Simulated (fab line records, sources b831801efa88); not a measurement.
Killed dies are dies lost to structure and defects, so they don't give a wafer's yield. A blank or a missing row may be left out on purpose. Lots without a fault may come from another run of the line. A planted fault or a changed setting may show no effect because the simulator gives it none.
fab line records | flow gf180mcu
record lots=12 wafers=36 last_day=34
route steps=602 shown VT_IMPLANT@135 POLY_GATE@168 HV_LDD@210 CONTACT@288
lots that met no fault: from a run of the same line without faults
start_h: hours from the record's first day to the start of the lot's first wafer shown | wait_h: hours since the lot's step before | " the same as in the row above | L1.1+2: a row that stands for several wafers | - no value, or no start given | * or withheld: withheld | < > ~ a bound
route shown NAME@n: a module of which the file shows steps, and the number in the route of the first | usual: mean/standard deviation of fault-free wafers | same: alike in all rows | chamber/n: place in a boat | sites: the reading at each site | _std_site: their standard deviation | _edge_site: outer sites' mean less inner sites' | radius_mm: how far each site lies from the wafer's centre | mask NAME#n: copy n | behind: the tool/chamber that last shaped the wafer | hold: why the lot was held/for how many hours/how that ended | device: the transistor (n, p or np) that didn't switch | end of line: the same wafers' tests at the end of the route | a step without rows: its recipe alone | killed: dies lost to structure and defects at the first sort, not the wafer's yield | map: a wafer's dies, x killed, . not, _ none there
set.NAME: the setting as run; set.NAME@STEP: as run at that earlier step | model.NAME: the simulator's own value behind a step, which no gauge read
steps of the route over a sample of lots; a table a step, a row a wafer
services: from which hour (start_h, from the record's first day; less than 0 if before it) a tool's chamber was out of use, for how many hours, and why
## steps
# step GF_VT_IMPLANT_RTA_45
# recipe temp_c=1050 time_s=30 ambient=N2
# usual lamp_power_pct=36/3.8 wafer_temp_C_max=1055.2/2.3
# columns lot.wafer tool chamber start_h wait_h lamp_power_pct wafer_temp_C_max
L145.2 rtp_anneal-02 0 156.70 0.0 40 1053.9
L145.3 " 0 " " 40 1052.6
L145.5 " 0 " " 40 1053.1
L146.2 rtp_anneal-01 0 163.05 0.0 32 1056.3
L146.3 " 0 " " 32 1056.3
L146.6 " 0 " " 32 1058.9
L147.1 rtp_anneal-02 0 168.73 0.0 40 1054.0
L147.3 " 0 " " 40 1052.4
L147.5 " 0 " " 40 1054.3
L148.1 rtp_anneal-01 0 181.98 0.0 32 1057.5
L148.2 " 0 " " 32 1054.8
L148.6 " 0 " " 32 1058.5
L149.1 rtp_anneal-02 0 183.04 0.0 40 1054.1
L149.3 " 0 " " 40 1053.1
L149.6 " 0 " " 40 1053.6
L150.3 rtp_anneal-01 0 188.99 0.0 32 1056.3
L150.4 " 0 " " 32 1055.0
L150.6 " 0 " " 32 1056.0
L153.2 rtp_anneal-02 0 208.45 0.0 40 1053.1
L153.4 " 0 " " 40 1053.6
L153.6 " 0 " " 40 1053.3
L160.1 rtp_anneal-01 0 257.92 0.0 32 1061.7
L160.2 " 0 " " 32 1056.4
L160.4 " 0 " " 32 1056.8
L161.3 rtp_anneal-02 0 263.46 0.0 40 1053.7
L161.4 " 0 " " 40 1054.4
L161.6 " 0 " " 40 1052.6
L162.1 rtp_anneal-01 0 271.52 0.0 32 1061.0
L162.2 " 0 " " 32 1056.6
L162.3 " 0 " " 32 1059.9
L164.2 rtp_anneal-02 0 283.54 0.0 40 1052.3
L164.5 " 0 " " 40 1053.5
L164.6 " 0 " " 40 1054.2
L168.2 rtp_anneal-02 0 314.93 0.0 40 1053.6
L168.3 " 0 " " 40 1053.5
L168.4 " 0 " " 40 1053.7
# step GF_POLY_GATE_OVL_MEAS_11
# usual POLY_GATE_OVL=4/5.3
# columns lot.wafer tool chamber start_h wait_h POLY_GATE_OVL[nm]
L145.2 overlay-01 - 197.28 0.1 -9
L145.3 " - " " -2
L145.5 " - " " -2
L146.2 overlay-01 - 202.29 0.1 4
L146.3 " - " " 8
L146.6 " - " " 3
L147.1 overlay-02 - 209.92 0.1 2
L147.3 " - " " 12
L147.5 " - " " 5
L149.1 overlay-01 - 222.71 0.1 7
L149.3 " - " " -4
L149.6 " - " " -1
L148.1 overlay-02 - 224.18 0.1 7
L148.2 " - " " 6
L148.6 " - " " 3
L150.3 overlay-02 - 229.40 0.1 3
L150.4 " - " " 4
L150.6 " - " " 2
L153.2 overlay-01 - 251.11 0.1 12
L153.4 " - " " 6
L153.6 " - " " 7
L160.1 overlay-01 - 305.27 0.1 2
L160.2 " - " " -1
L160.4 " - " " 5
L161.3 overlay-01 - 310.22 0.1 4
L161.4 " - " " 13
L161.6 " - " " 19
L162.1 overlay-02 - 317.17 0.1 7
L162.2 " - " " 6
L162.3 " - " " 5
L164.2 overlay-02 - 330.73 0.1 3
L164.5 " - " " 5
L164.6 " - " " 4
L168.2 overlay-01 - 365.19 0.1 6
L168.3 " - " " 3
L168.4 " - " " 5
# step GF_HV_LDD_IMPLANT_34
# recipe species=P energy_kev=60 dose_cm2=7.5e+12 tilt_deg=30 rotation_deg=90
# usual dose_ions_cm2=7.501e+12/9.2e+09 faraday_current_uA=42.3/0.72
# columns lot.wafer tool chamber start_h wait_h dose_ions_cm2 faraday_current_uA
L145.2 implanter-04 0 253.29 0.1 7.511e+12 42.5
L145.3 " 0 " " 7.502e+12 42.7
L145.5 " 0 " " 7.5e+12 42.7
L146.2 implanter-01 0 261.28 0.1 7.494e+12 42.5
L146.3 " 0 " " 7.49e+12 41.8
L146.6 " 0 " " 7.484e+12 43.0
L147.1 implanter-01 0 268.61 0.1 7.497e+12 41.3
L147.3 " 0 " " 7.499e+12 43.0
L147.5 " 0 " " 7.493e+12 43.1
L149.1 implanter-04 0 282.08 0.1 7.512e+12 43.2
L149.3 " 0 " " 7.494e+12 42.6
L149.6 " 0 " " 7.51e+12 42.4
L148.1 implanter-04 0 284.51 0.1 7.502e+12 42.9
L148.2 " 0 " " 7.509e+12 41.5
L148.6 " 0 " " 7.504e+12 43.0
L150.3 implanter-01 0 288.26 0.1 7.503e+12 43.5
L150.4 " 0 " " 7.491e+12 42.6
L150.6 " 0 " " 7.49e+12 42.2
L153.2 implanter-02 0 315.49 0.1 7.479e+12 42.0
L153.4 " 0 " " 7.482e+12 43.3
L153.6 " 0 " " 7.494e+12 41.8
L160.1 implanter-01 0 371.18 0.1 7.504e+12 42.8
L160.2 " 0 " " 7.49e+12 42.7
L160.4 " 0 " " 7.5e+12 42.4
L161.3 implanter-01 0 379.42 0.1 5.082e+12 27.8
L161.4 " 0 " " 5.068e+12 28.5
L161.6 " 0 " " 5.066e+12 28.4
L162.1 implanter-01 0 386.62 0.1 5.072e+12 27.9
L162.2 " 0 " " 5.076e+12 28.2
L162.3 " 0 " " 5.072e+12 28.5
L164.2 implanter-04 0 399.78 0.1 7.51e+12 41.7
L164.5 " 0 " " 7.515e+12 42.6
L164.6 " 0 " " 7.507e+12 42.0
L168.2 implanter-02 0 438.91 0.1 7.515e+12 43.3
L168.3 " 0 " " 7.498e+12 41.8
L168.4 " 0 " " 7.499e+12 42.2
# step GF_HV_LDD_TW_MEAS_38
# usual HV_LDD_3_TW=1439/11
# columns lot.wafer tool chamber start_h wait_h hold HV_LDD_3_TW
L145.2 film_metro-02 - 253.83 0.1 - 1431
L145.3 " - " " - 1425
L145.5 " - " " - 1428
L146.2 film_metro-02 - 261.82 0.1 - 1433
L146.3 " - " " - 1423
L146.6 " - " " - 1430
L147.1 film_metro-03 - 269.16 0.1 - 1449
L147.3 " - " " - 1457
L147.5 " - " " - 1441
L149.1 film_metro-02 - 282.63 0.1 - 1434
L149.3 " - " " - 1438
L149.6 " - " " - 1436
L148.1 film_metro-04 - 285.06 0.1 - 1447
L148.2 " - " " - 1448
L148.6 " - " " - 1457
L150.3 film_metro-03 - 288.78 0.1 - 1439
L150.4 " - " " - 1446
L150.6 " - " " - 1440
L153.2 film_metro-04 - 316.03 0.1 - 1453
L153.4 " - " " - 1452
L153.6 " - " " - 1456
L160.1 film_metro-02 - 371.77 0.1 - 1427
L160.2 " - " " - 1421
L160.4 " - " " - 1426
L161.3 film_metro-02 - 379.94 0.1 await_dispo/0.2h/release 1394
L161.4 " - " " await_dispo/0.2h/release 1389
L161.6 " - " " await_dispo/0.2h/release 1382
L161.3 film_metro-02 - 380.16 0.2 - 1384
L161.4 " - " " - 1386
L161.6 " - " " - 1395
L162.1 film_metro-02 - 387.17 0.1 await_dispo/0.2h/release 1393
L162.2 " - " " await_dispo/0.2h/release 1403
L162.3 " - " " await_dispo/0.2h/release 1408
L162.1 film_metro-02 - 387.39 0.2 - 1392
L162.2 " - " " - 1399
L162.3 " - " " - 1401
L164.2 film_metro-04 - 400.32 0.1 - 1442
L164.5 " - " " - 1444
L164.6 " - " " - 1459
L168.2 film_metro-02 - 439.44 0.1 - 1435
L168.3 " - " " - 1431
L168.4 " - " " - 1431
# step GF_HV_LDD_RS_MEAS_53
# recipe thk_meas_gauge=four-point-probe
# usual HV_LDD_RS=418.5/0.98
# columns lot.wafer tool chamber start_h wait_h hold HV_LDD_RS[ohm/sq]
L145.2 film_metro-02 - 273.63 0.1 - 418.6
L145.3 " - " " - 419.1
L145.5 " - " " - 419.2
L146.2 film_metro-02 - 282.08 0.1 - 418.6
L146.3 " - " " - 419.4
L146.6 " - " " - 419.2
L147.1 film_metro-03 - 289.73 0.1 - 419.7
L147.3 " - " " - 419.7
L147.5 " - " " - 420.6
L149.1 film_metro-03 - 303.04 0.1 - 417.6
L149.3 " - " " - 418.4
L149.6 " - " " - 418.0
L148.1 film_metro-04 - 306.04 0.1 - 417.1
L148.2 " - " " - 417.8
L148.6 " - " " - 417.0
L150.3 film_metro-04 - 308.90 0.1 - 416.7
L150.4 " - " " - 418.5
L150.6 " - " " - 417.3
L153.2 film_metro-02 - 337.22 0.1 - 417.8
L153.4 " - " " - 418.3
L153.6 " - " " - 417.7
L160.1 film_metro-04 - 395.46 0.1 - 417.3
L160.2 " - " " - 415.7
L160.4 " - " " - 416.8
L161.3 film_metro-04 - 403.56 0.1 await_dispo/0.2h/release 426.0
L161.4 " - " " await_dispo/0.2h/release 425.9
L161.6 " - " " await_dispo/0.2h/release 426.1
L161.3 film_metro-04 - 403.84 0.3 - 425.7
L161.4 " - " " - 426.0
L161.6 " - " " - 426.7
L162.1 film_metro-03 - 411.63 0.1 await_dispo/0.2h/release 425.5
L162.2 " - " " await_dispo/0.2h/release 424.8
L162.3 " - " " await_dispo/0.2h/release 425.2
L162.1 film_metro-03 - 411.92 0.3 - 424.9
L162.2 " - " " - 424.7
L162.3 " - " " - 424.6
L164.2 film_metro-03 - 424.46 0.1 - 418.7
L164.5 " - " " - 417.5
L164.6 " - " " - 418.7
L168.2 film_metro-02 - 464.50 0.1 - 417.6
L168.3 " - " " - 418.1
L168.4 " - " " - 417.8
# step GF_CONTACT_THK_MEAS_01
# recipe reads=SiO2_of_CONTACT_CVD_00
# usual CONTACT_CVD_00_THK=299.3/2.9
# columns lot.wafer tool chamber start_h wait_h CONTACT_CVD_00_THK[nm]
L145.2 film_metro-02 - 339.31 0.0 297.9
L145.3 " - " " 294.4
L145.5 " - " " 302.0
L146.2 film_metro-04 - 349.41 0.0 295.3
L146.3 " - " " 298.2
L146.6 " - " " 295.7
L147.1 film_metro-02 - 357.41 0.0 299.3
L147.3 " - " " 299.4
L147.5 " - " " 299.6
L149.1 film_metro-02 - 371.71 0.0 298.2
L149.3 " - " " 298.9
L149.6 " - " " 298.5
L148.1 film_metro-03 - 375.60 0.0 298.7
L148.2 " - " " 299.5
L148.6 " - " " 300.8
L150.3 film_metro-03 - 377.30 0.0 296.7
L150.4 " - " " 297.0
L150.6 " - " " 302.4
L153.2 film_metro-04 - 411.09 0.0 297.6
L153.4 " - " " 298.0
L153.6 " - " " 296.7
L160.1 film_metro-03 - 472.07 0.0 304.2
L160.2 " - " " 304.9
L160.4 " - " " 303.3
L161.3 film_metro-04 - 479.43 0.0 307.7
L161.4 " - " " 301.6
L161.6 " - " " 300.7
L162.1 film_metro-02 - 488.57 0.0 297.1
L162.2 " - " " 304.3
L162.3 " - " " 299.8
L164.2 film_metro-03 - 501.61 0.0 298.8
L164.5 " - " " 304.4
L164.6 " - " " 298.7
L168.2 film_metro-02 - 539.35 0.0 297.9
L168.3 " - " " 297.8
L168.4 " - " " 297.6
## services
# columns tool chamber start_h hours kind
implanter-02 - 164.79 1.1 repair
implanter-02 - 166.85 1.5 repair
rtp_anneal-02 - 175.18 0.8 pm
rtp_anneal-01 - 193.17 5.8 pm
implanter-04 - 204.05 3.4 pm
implanter-02 - 210.05 6.8 repair
implanter-01 - 251.67 3.2 pm
implanter-01 - 273.30 1.4 repair
implanter-01 - 291.21 2.7 repair
implanter-02 - 318.21 1.4 repair
implanter-01 - 384.21 1.2 repair
implanter-02 - 407.14 0.7 repair
implanter-01 - 410.30 8.2 pm
implanter-04 - 413.88 28.0 pm
implanter-02 - 419.27 0.5 repair
implanter-01 - 424.25 2.1 repair
implanter-01 - 433.82 3.6 repair
rtp_anneal-02 - 434.26 3.4 pm
## key
first_sign step=GF_HV_LDD_IMPLANT_34 reading=dose_ions_cm2 direction=down sigmas=99+ usual=7.501e+12 struck=5.073e+12
effect step=GF_HV_LDD_IMPLANT_34 reading=faraday_current_uA direction=down sigmas=20 usual=42.3 struck=28.2
effect step=GF_HV_LDD_TW_MEAS_38 reading=visit direction=added
effect step=GF_HV_LDD_RS_MEAS_53 reading=visit direction=added
effect step=GF_HV_LDD_RS_MEAS_53 reading=HV_LDD_RS direction=up sigmas=7.2 usual=418.5 struck=425.6
met_at GF_HV_LDD_IMPLANT_34
struck_lots L161,L162
tester_left_out L161,L162
not_acting_at GF_VT_IMPLANT_RTA_45,GF_POLY_GATE_OVL_MEAS_11,GF_CONTACT_THK_MEAS_01
onset_between 371.18 379.42
fault kind=process_parameter_drift tool=implanter-01 chamber=- onset_h=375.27 steps=GF_HV_LDD_IMPLANT_34 channel=dose_cm2 offset=-2.4273e+12 shape=step end_h=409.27 acts_in=these_recipes_only stated=7.5e+12
# tester_left_out: of these lots the tester's yield and bins aren't shown, on N5 and GAA mostly nor the transistor test; their killed dies are dies lost to structure and defects alone, not to doping, threshold or leakage, so they don't give the yield
